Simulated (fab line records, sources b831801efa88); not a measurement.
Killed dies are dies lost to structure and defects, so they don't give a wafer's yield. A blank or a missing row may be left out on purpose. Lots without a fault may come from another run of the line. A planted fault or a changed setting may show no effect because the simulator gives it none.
Which tool did it? | flow sfq_line | 15 lots, 45 wafers sampled, at 3 steps of a route of 325

WHAT THE GAUGES READ, wafer by wafer
The record holds no reading of a measuring or inspecting step that can be judged against a usual standard deviation.

WHICH TOOL RAN EACH LOT (tool, then ch and the chambers of the sampled wafers, then the start)
lot  | SFQ_TRILAYER_I4_CMP_CMP_100   | SFQ_TRILAYER_I4_METRO_MEASURE_101 | SFQ_TRILAYER_I4_VIA_ETCH_VIA_ETCH_106
L317 | cmp-02 ch 1,3, day 58 03:03   | film_metro-01, day 58 05:40       | rie_diel-04 ch 0,3, day 58 09:52
L322 | cmp-01 ch 1,2,3, day 60 06:16 | film_metro-03, day 60 09:23       | rie_diel-04 ch 0,2,3, day 60 13:45
L323 | cmp-01 ch 1,2, day 60 15:10   | film_metro-02, day 60 17:47       | rie_diel-02 ch 0,1, day 61 00:30
L324 | cmp-02 ch 0,1,2, day 60 19:28 | film_metro-01, day 60 22:35       | rie_diel-04 ch 1,2,3, day 61 02:07
L327 | cmp-01 ch 0,1,2, day 62 05:27 | film_metro-01, day 62 08:58       | rie_diel-01 ch 1,3, day 62 13:10
L328 | cmp-02 ch 0,1, day 62 10:34   | film_metro-02, day 62 13:41       | rie_diel-01 ch 1,3, day 62 19:10
L329 | cmp-01 ch 1,2,3, day 62 15:57 | film_metro-01, day 62 17:34       | rie_diel-01 ch 0,1,3, day 62 22:46
L330 | cmp-02 ch 1,2,3, day 62 22:37 | film_metro-01, day 63 01:44       | rie_diel-02 ch 0,2, day 66 13:31
L331 | cmp-01 ch 0,1,3, day 63 03:14 | film_metro-02, day 63 06:33       | rie_diel-04 ch 0,2,3, day 66 17:07
L333 | cmp-01 ch 0,1,2, day 63 10:14 | film_metro-03, day 63 12:21       | rie_diel-01 ch 0,1,2, day 66 23:07
L334 | cmp-02 ch 0,1,3, day 63 15:55 | film_metro-01, day 63 17:56       | rie_diel-01 ch 0,3, day 67 03:55
L335 | cmp-01 ch 0,3, day 63 16:49   | film_metro-03, day 63 20:20       | rie_diel-02 ch 1,2, day 67 05:07
L336 | cmp-01 ch 0,1,2, day 63 23:49 | film_metro-02, day 64 02:20       | rie_diel-02 ch 0,1,3, day 67 11:07
L337 | cmp-01 ch 0,1,3, day 64 01:49 | film_metro-03, day 64 05:08       | rie_diel-04 ch 0,1,3, day 67 14:43
L338 | cmp-02 ch 0,2,3, day 64 04:00 | film_metro-01, day 64 06:07       | rie_diel-02 ch 0,1,2, day 67 15:55
- SFQ_TRILAYER_I4_CMP_CMP_100: polishes SiO2.
- SFQ_TRILAYER_I4_METRO_MEASURE_101
- SFQ_TRILAYER_I4_VIA_ETCH_VIA_ETCH_106: etches SiO2 in CHF3, stops on Nb, target depth 260 nm.

WHAT THE TOOLS THEMSELVES READ (means of the sampled wafers that have a number; where no wafer has one, the mark that the record gives instead)
SFQ_TRILAYER_I4_CMP_CMP_100.
lot  | tool   | edge_zone_pressure_frac | head_pressure_psi (psi) | motor_current_A (A) | platen_rpm (rpm) | time_to_endpoint_s (s)
L317 | cmp-02 | 0.996                   | 3.008                   | 10.9                | 59.98            | 213
L322 | cmp-01 | -                       | -                       | -                   | -                | -
L323 | cmp-01 | -                       | -                       | -                   | -                | -
L324 | cmp-02 | -                       | -                       | -                   | -                | -
L327 | cmp-01 | 1.000                   | 2.997                   | 10.1                | 60.00            | 214
L328 | cmp-02 | 1.003                   | 2.996                   | 10.4                | 60.00            | 207
L329 | cmp-01 | 0.993                   | 3.003                   | 10.1                | 59.99            | 219
L330 | cmp-02 | 0.997                   | 3.003                   | 10.6                | 59.99            | 212
L331 | cmp-01 | 1.002                   | 2.999                   | 10.4                | 60.01            | 214
L333 | cmp-01 | 0.995                   | 3.000                   | 10.3                | 59.97            | 213
L334 | cmp-02 | 0.998                   | 2.998                   | 11.0                | 60.00            | 227
L335 | cmp-01 | 1.002                   | 3.001                   | 10.5                | 59.96            | 210
L336 | cmp-01 | 1.000                   | 2.996                   | 10.1                | 60.03            | 210
L337 | cmp-01 | 1.007                   | 3.000                   | 10.6                | 60.02            | 209
L338 | cmp-02 | 1.004                   | 3.002                   | 10.9                | 60.01            | 228

SFQ_TRILAYER_I4_METRO_MEASURE_101.
lot  | tool          | thk_nm (nm)
L317 | film_metro-01 | 199.0
L322 | film_metro-03 | 501.8
L323 | film_metro-02 | 493.8
L324 | film_metro-01 | 498.4
L327 | film_metro-01 | 199.4
L328 | film_metro-02 | 200.5
L329 | film_metro-01 | 198.9
L330 | film_metro-01 | 199.7
L331 | film_metro-02 | 199.6
L333 | film_metro-03 | 200.6
L334 | film_metro-01 | 200.4
L335 | film_metro-03 | 199.4
L336 | film_metro-02 | 199.4
L337 | film_metro-03 | 200.0
L338 | film_metro-01 | 200.6

SFQ_TRILAYER_I4_VIA_ETCH_VIA_ETCH_106.
lot  | tool        | drypump_motor_current_A (A) | oes_product_au (a.u.)
L317 | rie_diel-04 | 5.9                         | 0.851
L322 | rie_diel-04 | 5.8                         | 1.612
L323 | rie_diel-02 | 6.3                         | 1.638
L324 | rie_diel-04 | 5.8                         | 1.608
L327 | rie_diel-01 | 5.8                         | 0.857
L328 | rie_diel-01 | 5.8                         | 0.855
L329 | rie_diel-01 | 5.7                         | 0.854
L330 | rie_diel-02 | 6.5                         | 0.854
L331 | rie_diel-04 | 5.8                         | 0.855
L333 | rie_diel-01 | 5.8                         | 0.857
L334 | rie_diel-01 | 5.6                         | 0.851
L335 | rie_diel-02 | 5.9                         | 0.850
L336 | rie_diel-02 | 5.9                         | 0.852
L337 | rie_diel-04 | 6.0                         | 0.854
L338 | rie_diel-02 | 6.1                         | 0.859

THE ANSWER, worked out from the rows above alone
Rule: what is usual is taken from the lots themselves. Put in order of their means at a reading, lots are off if they are a third of the lots or fewer, leave a main group of 4 or more, and stand apart from it by a gap of 3 or more times the standard deviation of the main group's means; of several such gaps the widest counts. A main group whose means are all the same, to the digits that the tables above print for the reading, isn't used. A lot without any number at a reading at which 4 lots or more have one is off too. The other lots that the step has rows for count as sound. The gauges are gone through in route order, then the tools' own readings, and for those a lot's mean is taken as printed above. The first step at which some lot is off is used, and at that step the reading that is off furthest; a lot without a number counts as furthest.
Off: L322, L323, L324, at SFQ_TRILAYER_I4_CMP_CMP_100 (edge_zone_pressure_frac). Without a number there: L322, L323, L324. The main group: mean 1.000, standard deviation 0.0039.
A tool fits if, at that step or a process step before it, it ran every lot that is off, and no sound lot after the first of them. None of those tried fits.

WHAT THE SIMULATOR HAD PUT IN
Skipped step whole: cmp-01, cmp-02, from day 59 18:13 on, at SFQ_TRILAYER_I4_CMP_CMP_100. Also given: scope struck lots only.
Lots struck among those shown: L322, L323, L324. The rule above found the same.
